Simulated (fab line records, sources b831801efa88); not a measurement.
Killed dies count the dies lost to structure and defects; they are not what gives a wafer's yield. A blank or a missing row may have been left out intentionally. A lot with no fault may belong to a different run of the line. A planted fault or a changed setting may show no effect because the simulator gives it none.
The tool behind it: which one? / flow gf180mcu / 11 lots, 33 wafers sampled, at 5 steps of a route of 602

== WHAT THE GAUGES READ, wafer by wafer ==
GF_CONTACT_RS_MEAS_25: a four-point-probe measurement. Usual: CONTACT_W_RS gives 0.382 ohm/sq (standard deviation 0.0048).
lot=L157; measured=day 16 04:01; on=film metro-02; CONTACT_W_RS (ohm/sq)=0.379 0.376 0.384; flag=
lot=L158; measured=day 16 10:35; on=film metro-02; CONTACT_W_RS (ohm/sq)=0.381 0.383 0.383; flag=
lot=L160; measured=day 17 09:37; on=film metro-02; CONTACT_W_RS (ohm/sq)=0.377 0.377 0.383; flag=
lot=L161; measured=day 17 15:21; on=film metro-02; CONTACT_W_RS (ohm/sq)=0.384 0.370 0.372; flag=
lot=L163; measured=day 18 08:05; on=film metro-02; CONTACT_W_RS (ohm/sq)=0.385 0.383 0.384; flag=
lot=L165; measured=day 19 00:46; on=film metro-02; CONTACT_W_RS (ohm/sq)=0.382 0.383 0.393; flag=
lot=L166; measured=day 19 11:20; on=film metro-02; CONTACT_W_RS (ohm/sq)=0.380 0.383 0.381; flag=
lot=L167; measured=day 19 19:55; on=film metro-02; CONTACT_W_RS (ohm/sq)=0.381 0.370 0.382; flag=
lot=L168; measured=day 20 04:23; on=film metro-02; CONTACT_W_RS (ohm/sq)=0.380 0.385 0.383; flag=
lot=L177; measured=day 23 09:01; on=film metro-04; CONTACT_W_RS (ohm/sq)=0.386 0.532 0.528; flag=OFF
lot=L178; measured=day 23 13:41; on=film metro-02; CONTACT_W_RS (ohm/sq)=0.523 0.517 0.381; flag=OFF

GF_CONTACT_THK_MEAS_26: measures by xrf. Usual: CONTACT_W_THK gives 306 nm (standard deviation 4.4).
lot=L157; measured=day 16 04:08; on=film metro-02; CONTACT_W_THK (nm)=310 314 305; flag=
lot=L158; measured=day 16 10:42; on=film metro-02; CONTACT_W_THK (nm)=306 306 304; flag=
lot=L160; measured=day 17 09:44; on=film metro-02; CONTACT_W_THK (nm)=312 311 306; flag=
lot=L161; measured=day 17 15:28; on=film metro-02; CONTACT_W_THK (nm)=306 316 317; flag=
lot=L163; measured=day 18 08:13; on=film metro-02; CONTACT_W_THK (nm)=304 304 303; flag=
lot=L165; measured=day 19 00:52; on=film metro-02; CONTACT_W_THK (nm)=305 307 296; flag=
lot=L166; measured=day 19 11:26; on=film metro-02; CONTACT_W_THK (nm)=308 307 307; flag=
lot=L167; measured=day 19 20:01; on=film metro-02; CONTACT_W_THK (nm)=307 315 306; flag=
lot=L168; measured=day 20 04:30; on=film metro-02; CONTACT_W_THK (nm)=308 302 306; flag=
lot=L177; measured=day 23 09:07; on=film metro-04; CONTACT_W_THK (nm)=299 220 220; flag=OFF
lot=L178; measured=day 23 13:47; on=film metro-02; CONTACT_W_THK (nm)=225 226 308; flag=OFF

GF_V1_THK_MEAS_03. Usual: V1_CVD_02_THK gives 851 nm (standard deviation 11).
lot=L157; measured=day 17 03:42; on=film metro-02; V1_CVD_02_THK (nm)=861 844 859; flag=
lot=L158; measured=day 17 10:04; on=film metro-01; V1_CVD_02_THK (nm)=827 830 839; flag=
lot=L160; measured=day 18 09:35; on=film metro-01; V1_CVD_02_THK (nm)=851 858 867; flag=
lot=L161; measured=day 18 16:20; on=film metro-02; V1_CVD_02_THK (nm)=848 858 862; flag=
lot=L163; measured=day 19 10:22; on=film metro-01; V1_CVD_02_THK (nm)=856 851 853; flag=
lot=L165; measured=day 20 02:57; on=film metro-02; V1_CVD_02_THK (nm)=829 836 847; flag=
lot=L166; measured=day 20 13:50; on=film metro-01; V1_CVD_02_THK (nm)=834 846 847; flag=
lot=L167; measured=day 20 21:43; on=film metro-02; V1_CVD_02_THK (nm)=842 858 861; flag=
lot=L168; measured=day 21 05:57; on=film metro-02; V1_CVD_02_THK (nm)=847 852 850; flag=
lot=L177; measured=day 24 09:14; on=film metro-03; V1_CVD_02_THK (nm)=851 863 863; flag=
lot=L178; measured=day 24 14:06; on=film metro-01; V1_CVD_02_THK (nm)=850 868 848; flag=

== WHAT TOOL EACH LOT RAN ON (gives the tool, then ch and the chambers of the sampled wafers, and finally the start) ==
lot=L157; GF_CONTACT_CVD_24=cvd w-01 ch 0,1, day 16 03:55; GF_CONTACT_CMP_27=cmp-01 ch 0,1,3, day 16 04:11
lot=L158; GF_CONTACT_CVD_24=cvd w-01 ch 0,1, day 16 10:29; GF_CONTACT_CMP_27=cmp-02 ch 1,2,3, day 16 10:52
lot=L160; GF_CONTACT_CVD_24=cvd w-02 ch 0,1, day 17 09:26; GF_CONTACT_CMP_27=cmp-01 ch 1,2,3, day 17 09:57
lot=L161; GF_CONTACT_CVD_24=cvd w-02 ch 0,1, day 17 15:14; GF_CONTACT_CMP_27=cmp-02 ch 0,2,3, day 17 15:31
lot=L163; GF_CONTACT_CVD_24=cvd w-02 ch 0, day 18 07:59; GF_CONTACT_CMP_27=cmp-01 ch 0,1,3, day 18 08:23
lot=L165; GF_CONTACT_CVD_24=cvd w-02 ch 0,1, day 19 00:38; GF_CONTACT_CMP_27=cmp-02 ch 0,2,3, day 19 01:01
lot=L166; GF_CONTACT_CVD_24=cvd w-01 ch 0,1, day 19 11:13; GF_CONTACT_CMP_27=cmp-01 ch 0,1, day 19 11:40
lot=L167; GF_CONTACT_CVD_24=cvd w-02 ch 0,1, day 19 19:48; GF_CONTACT_CMP_27=cmp-01 ch 0,1,3, day 19 20:09
lot=L168; GF_CONTACT_CVD_24=cvd w-01 ch 0,1, day 20 04:14; GF_CONTACT_CMP_27=cmp-02 ch 0,1, day 20 04:34
lot=L177; GF_CONTACT_CVD_24=cvd w-02 ch 0,1, day 23 08:55; GF_CONTACT_CMP_27=cmp-02 ch 0,1,3, day 23 09:10
lot=L178; GF_CONTACT_CVD_24=cvd w-02 ch 0,1, day 23 13:34; GF_CONTACT_CMP_27=cmp-02 ch 0,2,3, day 23 13:53
- GF_CONTACT_CVD_24: deposits W, target thk 300 nm, time 90.339 s.
- GF_CONTACT_CMP_27: polishes, stops on SiO2, t overpolish 15.38 s, target thk 0 nm.

== AS READ BY THE TOOLS THEMSELVES (means over the sampled wafers that have a number; for cases with no such wafer, the mark the record gives instead) ==
GF_CONTACT_CVD_24. Usual: heater power w 813 W, standard deviation 47; susceptor temp C 399.98 C, standard deviation 0.21.
lot=L157; tool=cvd w-01; heater power w (W)=809; susceptor temp C (C)=399.91; flag=
lot=L158; tool=cvd w-01; heater power w (W)=801; susceptor temp C (C)=399.90; flag=
lot=L160; tool=cvd w-02; heater power w (W)=848; susceptor temp C (C)=399.81; flag=
lot=L161; tool=cvd w-02; heater power w (W)=855; susceptor temp C (C)=399.84; flag=
lot=L163; tool=cvd w-02; heater power w (W)=882; susceptor temp C (C)=399.97; flag=
lot=L165; tool=cvd w-02; heater power w (W)=855; susceptor temp C (C)=400.18; flag=
lot=L166; tool=cvd w-01; heater power w (W)=763; susceptor temp C (C)=400.11; flag=
lot=L167; tool=cvd w-02; heater power w (W)=836; susceptor temp C (C)=400.04; flag=
lot=L168; tool=cvd w-01; heater power w (W)=755; susceptor temp C (C)=399.91; flag=
lot=L177; tool=cvd w-02; heater power w (W)=798; susceptor temp C (C)=387.81; flag=OFF
lot=L178; tool=cvd w-02; heater power w (W)=800; susceptor temp C (C)=387.80; flag=OFF

GF_CONTACT_CMP_27. Usual: head pressure psi 3.500 psi, standard deviation 0.0086; motor current A 10.6 A, standard deviation 0.56; time to endpoint s 71 s, standard deviation 3.8.
lot=L157; tool=cmp-01; head pressure psi (psi)=3.504; motor current A (A)=11.0; time to endpoint s (s)=73; flag=
lot=L158; tool=cmp-02; head pressure psi (psi)=3.491; motor current A (A)=10.5; time to endpoint s (s)=70; flag=
lot=L160; tool=cmp-01; head pressure psi (psi)=3.502; motor current A (A)=10.7; time to endpoint s (s)=70; flag=
lot=L161; tool=cmp-02; head pressure psi (psi)=3.501; motor current A (A)=10.4; time to endpoint s (s)=79; flag=
lot=L163; tool=cmp-01; head pressure psi (psi)=3.502; motor current A (A)=11.4; time to endpoint s (s)=70; flag=
lot=L165; tool=cmp-02; head pressure psi (psi)=3.504; motor current A (A)=10.0; time to endpoint s (s)=68; flag=
lot=L166; tool=cmp-01; head pressure psi (psi)=3.498; motor current A (A)=10.9; time to endpoint s (s)=69; flag=
lot=L167; tool=cmp-01; head pressure psi (psi)=3.491; motor current A (A)=11.1; time to endpoint s (s)=70; flag=
lot=L168; tool=cmp-02; head pressure psi (psi)=3.508; motor current A (A)=10.3; time to endpoint s (s)=72; flag=
lot=L177; tool=cmp-02; head pressure psi (psi)=3.502; motor current A (A)=10.4; time to endpoint s (s)=59; flag=OFF
lot=L178; tool=cmp-02; head pressure psi (psi)=3.505; motor current A (A)=10.4; time to endpoint s (s)=60; flag=

== THE ANSWER, worked out from the rows above alone ==
Rule: take the mean of a lot's wafers that have a number; if it is more than 3 standard deviations from the usual mean, the lot is off. A lot without any number at a reading at which 4 lots or more have one is off too. The other lots that the step has rows for count as sound. After the gauges, taken in route order, come the tools' own readings; for these a lot's mean is taken, as printed above. The first step at which some lot is off is used, and at that step the reading that is off furthest; a lot without a number counts as furthest.
Off: L177, L178, at GF_CONTACT_RS_MEAS_25 (CONTACT_W_RS).
If a tool, at a process step before that reading, ran all the lots that are off and no sound lot after the first of them, it fits. Not tried: the gauges at GF_CONTACT_RS_MEAS_25; whatever is off there is also off at GF_CONTACT_CVD_24, on other tools, and gauge error can't account for it. One fits: GF_CONTACT_CVD_24 on cvd w-02. A fault onset in the window from L167 (day 19 19:48, its last sound lot) to L177 (day 23 08:55, its first lot off) fits.
The tool's own readings at GF_CONTACT_CVD_24 bear it out: on the lots that are off they differ by more than 5 times the standard deviation of the sound lots' means. susceptor temp C reads 387.81 C there against 399.96 C on the sound lots.

== WHAT WAS PUT IN BY THE SIMULATOR ==
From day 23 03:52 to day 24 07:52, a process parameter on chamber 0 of cvd w-02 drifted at GF_CONTACT_CVD_24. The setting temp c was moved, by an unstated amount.
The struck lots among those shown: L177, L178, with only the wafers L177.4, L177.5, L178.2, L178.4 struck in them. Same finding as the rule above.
